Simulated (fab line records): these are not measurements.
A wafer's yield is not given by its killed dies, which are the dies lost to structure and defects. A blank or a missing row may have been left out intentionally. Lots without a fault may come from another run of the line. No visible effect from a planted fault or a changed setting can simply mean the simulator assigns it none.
Which of the tools did it? :: flow sky130 :: 12 lots with 35 wafers sampled at 5 steps, on a route of 708 steps

== WHAT THE GAUGES SHOWED, per wafer ==
Not one reading of a measure or inspect step in the record can be checked against a usual standard deviation.

== EACH LOT AND THE TOOL THAT RAN IT (in order: tool; ch and the chambers of the sampled wafers; start) ==
lot: L559
SKY_VIA4_STRIP_13: plasma asher-04 ch 0,1, day 42 14:37
SKY_METAL5_CLEAN_18: wet bench-02 ch 2, day 43 15:07
SKY_PASSIVATION_CVD_00: pecvd-02 ch 0,1,2, day 43 15:16
SKY_PAD_OPEN_STRIP_08: plasma asher-04 ch 0,1, day 45 11:22
SKY_PAD_OPEN_PROBE_99: -

lot: L561
SKY_VIA4_STRIP_13: plasma asher-01 ch 0,1, day 43 03:31
SKY_METAL5_CLEAN_18: wet bench-04 ch 1, day 44 03:31
SKY_PASSIVATION_CVD_00: pecvd-04 ch 0,2, day 44 03:40
SKY_PAD_OPEN_STRIP_08: plasma asher-01 ch 0,1, day 45 23:12
SKY_PAD_OPEN_PROBE_99: -

lot: L564
SKY_VIA4_STRIP_13: plasma asher-04 ch 1, day 45 07:18
SKY_METAL5_CLEAN_18: wet bench-03 ch 0, day 46 06:25
SKY_PASSIVATION_CVD_00: pecvd-03 ch 0,1, day 46 06:34
SKY_PAD_OPEN_STRIP_08: plasma asher-01 ch 0,1, day 47 23:30
SKY_PAD_OPEN_PROBE_99: prober-02, day 48 02:09

lot: L568
SKY_VIA4_STRIP_13: plasma asher-01 ch 0,1, day 45 12:47
SKY_METAL5_CLEAN_18: wet bench-02 ch 0, day 46 11:44
SKY_PASSIVATION_CVD_00: pecvd-02 ch 0,1, day 46 11:53
SKY_PAD_OPEN_STRIP_08: plasma asher-01 ch 0,1, day 48 04:26
SKY_PAD_OPEN_PROBE_99: -

lot: L566
SKY_VIA4_STRIP_13: plasma asher-02 ch 0,1, day 45 14:16
SKY_METAL5_CLEAN_18: wet bench-02 ch 1, day 46 12:21
SKY_PASSIVATION_CVD_00: pecvd-03 ch 0,1, day 46 12:30
SKY_PAD_OPEN_STRIP_08: plasma asher-04 ch 0,1, day 48 05:05
SKY_PAD_OPEN_PROBE_99: -

lot: L569
SKY_VIA4_STRIP_13: plasma asher-04 ch 1, day 45 14:42
SKY_METAL5_CLEAN_18: wet bench-03 ch 2, day 46 13:07
SKY_PASSIVATION_CVD_00: pecvd-04 ch 1,2, day 46 13:16
SKY_PAD_OPEN_STRIP_08: plasma asher-01 ch 0,1, day 48 06:56
SKY_PAD_OPEN_PROBE_99: prober-02, day 48 09:33

lot: L572
SKY_VIA4_STRIP_13: plasma asher-04 ch 0,1, day 46 12:11
SKY_METAL5_CLEAN_18: wet bench-02 ch 1, day 47 10:38
SKY_PASSIVATION_CVD_00: pecvd-02 ch 0,2, day 47 10:47
SKY_PAD_OPEN_STRIP_08: plasma asher-03 ch 0,1, day 49 00:56
SKY_PAD_OPEN_PROBE_99: -

lot: L578
SKY_VIA4_STRIP_13: plasma asher-01 ch 0,1, day 48 01:11
SKY_METAL5_CLEAN_18: wet bench-02 ch 0, day 48 21:45
SKY_PASSIVATION_CVD_00: pecvd-03 ch 0,1,2, day 48 21:54
SKY_PAD_OPEN_STRIP_08: plasma asher-04 ch 0,1, day 50 09:00
SKY_PAD_OPEN_PROBE_99: -

lot: L579
SKY_VIA4_STRIP_13: plasma asher-04 ch 0,1, day 48 02:56
SKY_METAL5_CLEAN_18: wet bench-02 ch 1, day 48 23:45
SKY_PASSIVATION_CVD_00: pecvd-03 ch 0,1,2, day 48 23:55
SKY_PAD_OPEN_STRIP_08: plasma asher-01 ch 0,1, day 50 09:36
SKY_PAD_OPEN_PROBE_99: -

lot: L580
SKY_VIA4_STRIP_13: plasma asher-02 ch 1, day 48 04:48
SKY_METAL5_CLEAN_18: wet bench-04 ch 3, day 49 01:53
SKY_PASSIVATION_CVD_00: pecvd-04 ch 0,1,2, day 49 02:02
SKY_PAD_OPEN_STRIP_08: plasma asher-04 ch 0,1, day 50 13:07
SKY_PAD_OPEN_PROBE_99: -

lot: L581
SKY_VIA4_STRIP_13: plasma asher-02 ch 0,1, day 48 09:03
SKY_METAL5_CLEAN_18: wet bench-04 ch 0, day 49 06:02
SKY_PASSIVATION_CVD_00: pecvd-03 ch 0,1,2, day 49 06:11
SKY_PAD_OPEN_STRIP_08: plasma asher-03 ch 0, day 50 16:00
SKY_PAD_OPEN_PROBE_99: -

lot: L582
SKY_VIA4_STRIP_13: plasma asher-02 ch 0,1, day 48 10:37
SKY_METAL5_CLEAN_18: wet bench-04 ch 1, day 49 07:53
SKY_PASSIVATION_CVD_00: pecvd-03 ch 0,1, day 49 08:22
SKY_PAD_OPEN_STRIP_08: plasma asher-01 ch 0,1, day 50 17:44
SKY_PAD_OPEN_PROBE_99: -
- SKY_VIA4_STRIP_13: strips in O2/N2.
- SKY_METAL5_CLEAN_18: cleans in IPA, time 180 s.
- SKY_PASSIVATION_CVD_00: deposits SiO2, target thk 90 nm.
- SKY_PAD_OPEN_STRIP_08: strips in O2/N2.
- SKY_PAD_OPEN_PROBE_99

== AS READ BY THE TOOLS THEMSELVES (means over the sampled wafers that have a number; for cases with no such wafer, the mark the record gives instead) ==
SKY_VIA4_STRIP_13. Usual: drypump motor current A 5.7 A, standard deviation 0.46; o2 flow sccm 2999 sccm, standard deviation 7.9; oes product au 0.710 a.u., standard deviation 0.0046; strip time to endpoint s 12.804 s, standard deviation 0.026.
lot: L559
tool: plasma asher-04
drypump motor current A (A): 5.4
o2 flow sccm (sccm): 3003
oes product au (a.u.): 0.710
strip time to endpoint s (s): 12.794
flag: 

lot: L561
tool: plasma asher-01
drypump motor current A (A): 5.7
o2 flow sccm (sccm): 2994
oes product au (a.u.): 0.713
strip time to endpoint s (s): 12.796
flag: 

lot: L564
tool: plasma asher-04
drypump motor current A (A): 5.0
o2 flow sccm (sccm): 3002
oes product au (a.u.): 0.710
strip time to endpoint s (s): 12.851
flag: 

lot: L568
tool: plasma asher-01
drypump motor current A (A): 5.7
o2 flow sccm (sccm): 2996
oes product au (a.u.): 0.712
strip time to endpoint s (s): 12.809
flag: 

lot: L566
tool: plasma asher-02
drypump motor current A (A): 5.8
o2 flow sccm (sccm): 2997
oes product au (a.u.): 0.709
strip time to endpoint s (s): 12.818
flag: 

lot: L569
tool: plasma asher-04
drypump motor current A (A): 5.0
o2 flow sccm (sccm): 2989
oes product au (a.u.): 0.708
strip time to endpoint s (s): 12.813
flag: 

lot: L572
tool: plasma asher-04
drypump motor current A (A): 5.8
o2 flow sccm (sccm): 2999
oes product au (a.u.): 0.711
strip time to endpoint s (s): 12.813
flag: 

lot: L578
tool: plasma asher-01
drypump motor current A (A): 5.6
o2 flow sccm (sccm): 3000
oes product au (a.u.): 0.709
strip time to endpoint s (s): 12.803
flag: 

lot: L579
tool: plasma asher-04
drypump motor current A (A): 5.8
o2 flow sccm (sccm): 3000
oes product au (a.u.): 0.716
strip time to endpoint s (s): 12.797
flag: 

lot: L580
tool: plasma asher-02
drypump motor current A (A): 5.9
o2 flow sccm (sccm): 3014
oes product au (a.u.): 0.714
strip time to endpoint s (s): 12.774
flag: 

lot: L581
tool: plasma asher-02
drypump motor current A (A): 5.8
o2 flow sccm (sccm): 3000
oes product au (a.u.): 0.714
strip time to endpoint s (s): 12.821
flag: 

lot: L582
tool: plasma asher-02
drypump motor current A (A): 5.9
o2 flow sccm (sccm): 3000
oes product au (a.u.): 0.708
strip time to endpoint s (s): 12.792
flag: 

SKY_PASSIVATION_CVD_00. Usual: heater power w 637 W, standard deviation 110; susceptor temp C 399.97 C, standard deviation 0.24.
lot: L559
tool: pecvd-02
heater power w (W): 578
susceptor temp C (C): 400.05
flag: 

lot: L561
tool: pecvd-04
heater power w (W): 657
susceptor temp C (C): 400.12
flag: 

lot: L564
tool: pecvd-03
heater power w (W): 676
susceptor temp C (C): 400.02
flag: 

lot: L568
tool: pecvd-02
heater power w (W): 522
susceptor temp C (C): 400.08
flag: 

lot: L566
tool: pecvd-03
heater power w (W): 625
susceptor temp C (C): 400.13
flag: 

lot: L569
tool: pecvd-04
heater power w (W): 570
susceptor temp C (C): 400.03
flag: 

lot: L572
tool: pecvd-02
heater power w (W): 590
susceptor temp C (C): 400.13
flag: 

lot: L578
tool: pecvd-03
heater power w (W): 736
susceptor temp C (C): 400.14
flag: 

lot: L579
tool: pecvd-03
heater power w (W): 701
susceptor temp C (C): 399.90
flag: 

lot: L580
tool: pecvd-04
heater power w (W): 633
susceptor temp C (C): 399.84
flag: 

lot: L581
tool: pecvd-03
heater power w (W): 684
susceptor temp C (C): 399.83
flag: 

lot: L582
tool: pecvd-03
heater power w (W): 669
susceptor temp C (C): 399.57
flag: 

SKY_PAD_OPEN_STRIP_08. Usual: drypump motor current A 5.6 A, standard deviation 0.53; o2 flow sccm 3001 sccm, standard deviation 9; oes product au 0.663 a.u., standard deviation 0.0043; strip time to endpoint s 37.08 s, standard deviation 0.11.
lot: L559
tool: plasma asher-04
drypump motor current A (A): 5.8
o2 flow sccm (sccm): 2994
oes product au (a.u.): 0.662
strip time to endpoint s (s): 37.04
flag: 

lot: L561
tool: plasma asher-01
drypump motor current A (A): 5.8
o2 flow sccm (sccm): 3006
oes product au (a.u.): 0.665
strip time to endpoint s (s): 37.27
flag: 

lot: L564
tool: plasma asher-01
drypump motor current A (A): 5.6
o2 flow sccm (sccm): 2997
oes product au (a.u.): 0.661
strip time to endpoint s (s): 37.09
flag: 

lot: L568
tool: plasma asher-01
drypump motor current A (A): 5.7
o2 flow sccm (sccm): 2998
oes product au (a.u.): 0.665
strip time to endpoint s (s): 36.99
flag: 

lot: L566
tool: plasma asher-04
drypump motor current A (A): 5.8
o2 flow sccm (sccm): 3001
oes product au (a.u.): 0.664
strip time to endpoint s (s): 37.00
flag: 

lot: L569
tool: plasma asher-01
drypump motor current A (A): 5.5
o2 flow sccm (sccm): 2997
oes product au (a.u.): 0.661
strip time to endpoint s (s): 37.18
flag: 

lot: L572
tool: plasma asher-03
drypump motor current A (A): 5.7
o2 flow sccm (sccm): 3008
oes product au (a.u.): 0.668
strip time to endpoint s (s): 37.08
flag: 

lot: L578
tool: plasma asher-04
drypump motor current A (A): 5.8
o2 flow sccm (sccm): 2993
oes product au (a.u.): 0.660
strip time to endpoint s (s): 37.23
flag: 

lot: L579
tool: plasma asher-01
drypump motor current A (A): 5.5
o2 flow sccm (sccm): 2997
oes product au (a.u.): 0.663
strip time to endpoint s (s): 37.07
flag: 

lot: L580
tool: plasma asher-04
drypump motor current A (A): 5.8
o2 flow sccm (sccm): 3004
oes product au (a.u.): 0.663
strip time to endpoint s (s): 36.98
flag: 

lot: L581
tool: plasma asher-03
drypump motor current A (A): 4.8
o2 flow sccm (sccm): 3016
oes product au (a.u.): 0.663
strip time to endpoint s (s): 37.16
flag: 

lot: L582
tool: plasma asher-01
drypump motor current A (A): 5.7
o2 flow sccm (sccm): 2999
oes product au (a.u.): 0.662
strip time to endpoint s (s): 36.99
flag: 

SKY_PAD_OPEN_PROBE_99. Usual: defect limited yield 82.2 %, standard deviation 1.8; killed_at_M0_to_M3 44, standard deviation 6; killed_at_M4_up 3.3, standard deviation 2.1; killed at contacts 25, standard deviation 5.5; killed at front end 15, standard deviation 4.3; killed at other 0.2, standard deviation 0.41; killed dies 88, standard deviation 9.1; killed open 48, standard deviation 6.6; killed short 39, standard deviation 6.7; sort_bin_3_pad_short 0.9 %, standard deviation 0.4; sort_bin_5_function 10.4 %, standard deviation 1.5; sort_bin_6_memory 6.5 %, standard deviation 1.1; sort n pass 404, standard deviation 9.1; sort yield pct 82.2 %, standard deviation 1.8.
lot: L564
tool: prober-02
defect limited yield (%): 70.8
killed_at_M0_to_M3: 43
killed_at_M4_up: 60.0
killed at contacts: 21
killed at front end: 20
killed at other: 0.0
killed dies: 144
killed open: 46
killed short: 42
sort_bin_3_pad_short (%): 3.7
sort_bin_5_function (%): 18.2
sort_bin_6_memory (%): 7.4
sort n pass: 348
sort yield pct (%): 70.8
flag: OFF

lot: L569
tool: prober-02
defect limited yield (%): 71.3
killed_at_M0_to_M3: 43
killed_at_M4_up: 59.0
killed at contacts: 26
killed at front end: 13
killed at other: 0.3
killed dies: 141
killed open: 46
killed short: 37
sort_bin_3_pad_short (%): 4.4
sort_bin_5_function (%): 18.2
sort_bin_6_memory (%): 6.2
sort n pass: 351
sort yield pct (%): 71.3
flag: OFF

== THE ANSWER, worked out from the rows above alone ==
Rule: a lot counts as off when the mean over its wafers that have a number is more than 3 standard deviations away from the usual mean. A lot without any number at a reading at which 4 lots or more have one is off too. The other lots that the step has rows for count as sound. First the gauges in route order, then the tools' own readings, where a lot's mean is used as printed above. The first step at which some lot is off is used, and at that step the reading that is off furthest; a lot without a number counts as furthest.
Off: L564, L569 (SKY_PAD_OPEN_PROBE_99, killed_at_M4_up). Neither off nor sound, because the step has no rows for them: L559, L561, L568, L566, L572, L578, L579, L580, L581, L582.
A tool fits if, at that step or a process step before it, it ran every lot that is off, and no sound lot after the first of them. Can't be told from this: 4 tools fit, plasma asher-04 at SKY_VIA4_STRIP_13, wet bench-03 at SKY_METAL5_CLEAN_18, plasma asher-01 at SKY_PAD_OPEN_STRIP_08, prober-02 at SKY_PAD_OPEN_PROBE_99.

== WHAT HAD BEEN PUT IN BY THE SIMULATOR ==
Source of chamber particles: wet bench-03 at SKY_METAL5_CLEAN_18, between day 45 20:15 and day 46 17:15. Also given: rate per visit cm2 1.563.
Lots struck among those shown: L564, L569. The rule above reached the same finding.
